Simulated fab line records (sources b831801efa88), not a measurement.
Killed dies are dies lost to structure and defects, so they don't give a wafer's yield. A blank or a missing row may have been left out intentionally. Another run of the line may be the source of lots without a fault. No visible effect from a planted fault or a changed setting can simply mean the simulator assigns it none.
2 desks, one fault | flow sky130 | only its own numbers are on each desk; what lay behind them is given at the end

== DESK OF THE TOOL OWNER: hdpcvd-02 ==
The tool's own readings at SKY_VIA4_HDPCVD_00 (deposits SiO2, target thk 1750 nm, time 291.7 s): means of the sampled wafers that have a number, for each lot that ran on this tool. If a lot's mean is further than 4 standard deviations from the usual mean, the lot is out of limits and carries the mark OUT (the distance appears in the brackets).
Columns: A = sih4FlowSccm at SKY_VIA4_HDPCVD_00, usual 59.98 sccm
lot  | first seen here | A
L571 | day 41 11:46    | 59.87
L574 | day 42 10:34    | 47.96 (-71) OUT
L576 | day 43 01:37    | 47.94 (-71) OUT
L585 | day 45 18:55    | 59.93
L588 | day 46 18:36    | 59.97
L589 | day 46 20:37    | 60.14
L590 | day 47 08:46    | 60.15
L594 | day 47 13:14    | 60.02
This desk's finding: out of limits on L574, L576; first on L574, day 42 10:34 (sih4FlowSccm at SKY_VIA4_HDPCVD_00). L571, L585, L588, L589, L590, L594: within limits.

== AT THE METROLOGY DESK ==
Means of the sampled wafers that have a number, per lot and without regard to the tool the lot ran on: this is what the gauges read. If a lot's mean is further than 4 standard deviations from the usual mean, the lot is out of limits and carries the mark OUT (the distance appears in the brackets).
Columns: A = VIA4_HDPCVD_THK at SKY_VIA4_THK_MEAS_01, usual 1744 nm; B = VIA4_W_RS at SKY_VIA4_RS_MEAS_19, usual 0.2265 ohm/sq
lot  | first seen here | A              | B
L571 | day 41 11:58    | 1720           | 0.2254
L574 | day 42 10:44    | 1413 (-17) OUT | 0.2242
L576 | day 43 01:48    | 1373 (-20) OUT | 0.2265
L583 | day 45 07:41    | 1733           | 0.2262
L585 | day 45 19:07    | 1763           | 0.2269
L584 | day 46 01:49    | 1737           | 0.2287
L587 | day 46 11:57    | 1745           | 0.2279
L586 | day 46 12:44    | 1745           | 0.2267
L588 | day 46 18:47    | 1734           | 0.2245
L589 | day 46 20:43    | 1781           | 0.2247
L590 | day 47 08:57    | 1762           | 0.2283
L594 | day 47 13:31    | 1734           | 0.2235
This desk finds L574, L576 out of limits, with the earliest case on L574 at day 42 10:44 (VIA4_HDPCVD_THK at SKY_VIA4_THK_MEAS_01). L571, L583, L585, L584, L587, L586, L588, L589, L590, L594: within limits.

== TAKEN TOGETHER ==
The tool owner's desk had the chance to raise an alarm at day 42 10:34 on L574, L576.
An alarm was possible from the metrology desk at day 42 10:44, on L574, L576.
All the named lots went through SKY_VIA4_HDPCVD_00 on hdpcvd-02.

== WHAT HAD BEEN PUT IN BY THE SIMULATOR ==
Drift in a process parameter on hdpcvd-02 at SKY_VIA4_HDPCVD_00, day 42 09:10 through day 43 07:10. From 60, the setting sih4FlowSccm moved by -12. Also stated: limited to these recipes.
Lots struck among those shown: L574, L576.
Fault start to first reading out of limits, in hours, per desk: tool owner, 1; metrology, 2.
